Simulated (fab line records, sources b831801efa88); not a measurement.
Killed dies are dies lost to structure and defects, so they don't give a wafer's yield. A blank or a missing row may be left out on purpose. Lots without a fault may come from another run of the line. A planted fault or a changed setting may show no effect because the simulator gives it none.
Problem report in the 8D (eight disciplines) form, filled by code | flow gf180mcu | the parts of the form that need people (team, actions taken, sign-off) are left out

1. THE PROBLEM
cd_nm at GF_V3_CD_MEAS_14 reads a mean of 275.0 nm on 1 wafer of 1 lot; wafers without a fault read 260.2 nm with a standard deviation of 1.3. That is +11 standard deviations from the usual mean.
The step: target cd 260 nm.
First seen on wafer L687.5, day 27 09:02, on cd_sem-02. The record holds 36 wafers of 12 lots with a number at this step. Rule for "out", or "out of limits": more than 4 standard deviations from the usual mean. The other wafers with a number count as sound.

2. WHAT IT IS AND WHAT IT IS NOT
question                    | is                | is not
which readings at this step | cd_nm             | -
which lots                  | L687              | L670, L671, L674, L675, L676, L677, L678, L679, L680, L681, L684
which wafers of those lots  | L687.5            | L687.3, L687.4
read on which gauges        | cd_sem-02         | cd_sem-01
when                        | from day 27 09:02 | up to then (35 sound wafers)

3. SUSPECTS, AND WHAT RULES EACH OUT
Counting: a tool at a process step up to the reading stays a suspect if it ran every lot that is out. Sound lots after the first of them don't rule it out here, since some wafers of a struck lot are sound.
- the gauge at GF_V3_CD_MEAS_14: kept. All the wafers that are out were read on cd_sem-02, and no step on other tools shows them out.
- krf_scanner-01 at GF_V3_EXPOSE_11 (exposes mask Via3, target cd 260 nm): kept. It ran the lot that is out, L687 (day 26 23:04); its last sound lot up to then is L684 (day 25 18:39).
Left after counting: krf_scanner-01 at GF_V3_EXPOSE_11, cd_sem-02 at GF_V3_CD_MEAS_14.

4. THE CAUSE (what the simulator had put in)
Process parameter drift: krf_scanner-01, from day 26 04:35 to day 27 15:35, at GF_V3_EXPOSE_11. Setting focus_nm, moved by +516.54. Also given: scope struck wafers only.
Counting left 2 suspects, and this tool is among them.

5. THE CHAIN OF EFFECTS, in route order
Each row: a reading whose mean over the struck wafers that have a number lies more than 3 standard deviations from the usual. Only readings for which the record gives a usual standard deviation are gone through. hours: the time from each lot's start at the first step in this table that gives one to its start at this step, as a median over the lots. sigmas: the change in usual standard deviations.
hours | step             | reading | usual    | on struck wafers | change | sigmas
0     | GF_V3_CD_MEAS_14 | cd_nm   | 260.2 nm | 275.0            | +14.8  | +11

6. WHAT WOULD HAVE CAUGHT IT SOONER
In this record the first reading out of limits at a measuring or inspecting step was taken at day 27 09:02, 28 hours after the fault began at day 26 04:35.
Of the tool readings at GF_V3_EXPOSE_11 for which the record gives a usual standard deviation, none was out on any struck wafer, so an alarm limit of 4 standard deviations on them would not have fired.
All the lots that are out (1) had begun GF_V3_EXPOSE_11 on krf_scanner-01 by day 27 09:02. A hold on the tool at that time would have spared none of them.
